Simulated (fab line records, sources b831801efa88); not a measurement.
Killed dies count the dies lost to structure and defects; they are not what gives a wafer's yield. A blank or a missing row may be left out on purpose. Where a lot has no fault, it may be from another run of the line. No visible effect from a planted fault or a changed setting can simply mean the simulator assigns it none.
Matching of chambers || flow sky130 || 4 sister chambers for SKY_FIELD_ISO_CMP_27 on cmp-01
The step polishes, stops on Si3N4, t overpolish 16 s, target thk 457.8 nm. 8 wafers are shown with their chamber, then 7 later ones without.

== WAFERS WITH THEIR CHAMBER ==
{"wafer": "L477.2", "chamber": 0, "motorCurrentA (A)": 12.1, "overpolishRunS (s)": 16.017}
{"wafer": "L480.3", "chamber": 2, "motorCurrentA (A)": 12.1, "overpolishRunS (s)": 15.984}
{"wafer": "L480.6", "chamber": 2, "motorCurrentA (A)": 12.2, "overpolishRunS (s)": 15.991}
{"wafer": "L481.6", "chamber": 0, "motorCurrentA (A)": 11.8, "overpolishRunS (s)": 16.020}
{"wafer": "L488.1", "chamber": 3, "motorCurrentA (A)": 11.2, "overpolishRunS (s)": 15.997}
{"wafer": "L488.5", "chamber": 1, "motorCurrentA (A)": 12.7, "overpolishRunS (s)": 15.998}
{"wafer": "L490.1", "chamber": 1, "motorCurrentA (A)": 12.7, "overpolishRunS (s)": 15.990}
{"wafer": "L490.3", "chamber": 3, "motorCurrentA (A)": 11.6, "overpolishRunS (s)": 15.990}

== WAFERS MISSING THEIR CHAMBER ==
{"wafer": "L490.4", "motorCurrentA (A)": 11.9, "overpolishRunS (s)": 15.994}
{"wafer": "L491.3", "motorCurrentA (A)": 11.9, "overpolishRunS (s)": 16.017}
{"wafer": "L491.4", "motorCurrentA (A)": 11.8, "overpolishRunS (s)": 15.990}
{"wafer": "L491.5", "motorCurrentA (A)": 12.3, "overpolishRunS (s)": 15.999}
{"wafer": "L497.2", "motorCurrentA (A)": 11.3, "overpolishRunS (s)": 15.991}
{"wafer": "L497.4", "motorCurrentA (A)": 11.8, "overpolishRunS (s)": 15.998}
{"wafer": "L497.6", "motorCurrentA (A)": 11.9, "overpolishRunS (s)": 16.009}

== EACH ONE'S CHAMBER ==
{"wafer": "L490.4", "from the rows above": "can't be placed: 2 or 3", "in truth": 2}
{"wafer": "L491.3", "from the rows above": 0, "in truth": 0}
{"wafer": "L491.4", "from the rows above": "can't be placed: 2 or 3", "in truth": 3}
{"wafer": "L491.5", "from the rows above": "can't be placed: 1 or 2", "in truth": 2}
{"wafer": "L497.2", "from the rows above": 3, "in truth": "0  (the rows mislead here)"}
{"wafer": "L497.4", "from the rows above": "can't be placed: 3 or 2", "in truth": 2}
{"wafer": "L497.6", "from the rows above": 0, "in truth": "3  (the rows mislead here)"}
1 of 7 placed correctly. Cannot be placed on the basis of these rows: 4; the candidates contain the true chamber in 4. 2 placed wrongly.
How it was worked out, from the rows above alone: a wafer's distance from a chamber is the root of the sum, over the readings, of the square of ((its reading less the chamber's mean) divided by the reading's scatter). The wafer belongs to the nearest chamber; if the next one is less than 2 further off, it can't be placed. For every chamber, the mean is computed from those of its wafers that are shown. The scatter is the square root of a quotient: the sum, over the shown wafers, of each reading's squared deviation from its chamber's mean, divided by wafers minus chambers.
